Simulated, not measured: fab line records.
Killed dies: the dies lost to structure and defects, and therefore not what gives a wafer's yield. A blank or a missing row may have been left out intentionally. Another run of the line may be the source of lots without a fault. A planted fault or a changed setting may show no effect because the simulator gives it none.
A single fault, viewed from 2 desks | flow sky130 | what lay behind the numbers comes last; until then each desk has only its own

TOOL OWNER'S DESK, krf scanner-02
The tool's own readings at SKY_METAL2_EXPOSE_12 (exposes mask MM2, target cd 140 nm): means of the sampled wafers that have a number, for each lot that ran on this tool. The brackets show how far a lot's mean lies from the usual mean; more than 4 standard deviations puts the lot out of limits, marked OUT.
Columns: A = exposure dose mJ cm2 at SKY_METAL2_EXPOSE_12, usual 28.19
lot  | first seen here | A
L747 | day 35 10:22    | 27.94
L748 | day 35 17:37    | 27.93
L755 | day 38 17:17    | 27.89
L757 | day 39 01:13    | 18.94 (-34) OUT
L759 | day 39 12:46    | 18.96 (-34) OUT
L760 | day 39 15:03    | 20.74 (-28) OUT
This desk's finding: out of limits on L757, L759, L760; first on L757, day 39 01:13 (exposure dose mJ cm2 at SKY_METAL2_EXPOSE_12). L747, L748, L755: within limits.

AT THE METROLOGY DESK
What the gauges read, lot by lot, whatever tool the lot ran on: means of the sampled wafers that have a number. The brackets show how far a lot's mean lies from the usual mean; more than 4 standard deviations puts the lot out of limits, marked OUT.
Columns: A = cd nm at SKY_METAL2_CD_MEAS_15, usual 140.3 nm; B = VIA2_BOW at SKY_VIA2_BOW_MEAS_03, usual 86 um
lot  | first seen here | A               | B
L746 | day 35 12:52    | 140.4           | 73
L747 | day 35 23:27    | 139.4           | 91
L748 | day 36 06:27    | 140.6           | 84
L749 | day 37 00:02    | 141.3           | 84
L750 | day 37 00:17    | 142.3           | 95
L755 | day 39 06:13    | 139.9           | 85
L758 | day 39 12:28    | 140.8           | 88
L757 | day 39 13:08    | 214.6 (+53) OUT | -
L759 | day 40 01:20    | 212.4 (+51) OUT | -
L760 | day 40 03:31    | 198.9 (+42) OUT | -
L761 | day 40 13:30    | 139.8           | 93
L765 | day 41 09:07    | 141.7           | 85
L766 | day 42 09:19    | 139.2           | 83
L768 | day 42 10:44    | 141.3           | 89
L769 | day 42 11:40    | 141.9           | 77
This desk's finding: out of limits on L757, L759, L760; first on L757, day 39 13:08 (cd nm at SKY_METAL2_CD_MEAS_15). L746, L747, L748, L749, L750, L755, L758, L761, L765, L766, L768, L769: within limits.

BROUGHT TOGETHER
At day 39 01:13, on L757, L759, L760, the tool owner's desk was in a position to raise an alarm.
The metrology desk could have raised an alarm at day 39 13:08, on L757, L759, L760.
SKY_METAL2_EXPOSE_12 was run on krf scanner-02 by each of the lots named.

WHAT THE SIMULATOR HAD PUT IN
Process parameter drift: krf scanner-02, from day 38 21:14 on, at SKY_METAL2_EXPOSE_12. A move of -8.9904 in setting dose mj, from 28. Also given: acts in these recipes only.
Lots struck among those shown: L757, L759, L760.
Hours from the fault's start to each desk's first reading out of limits: the tool owner's desk, 4; the metrology desk, 16.
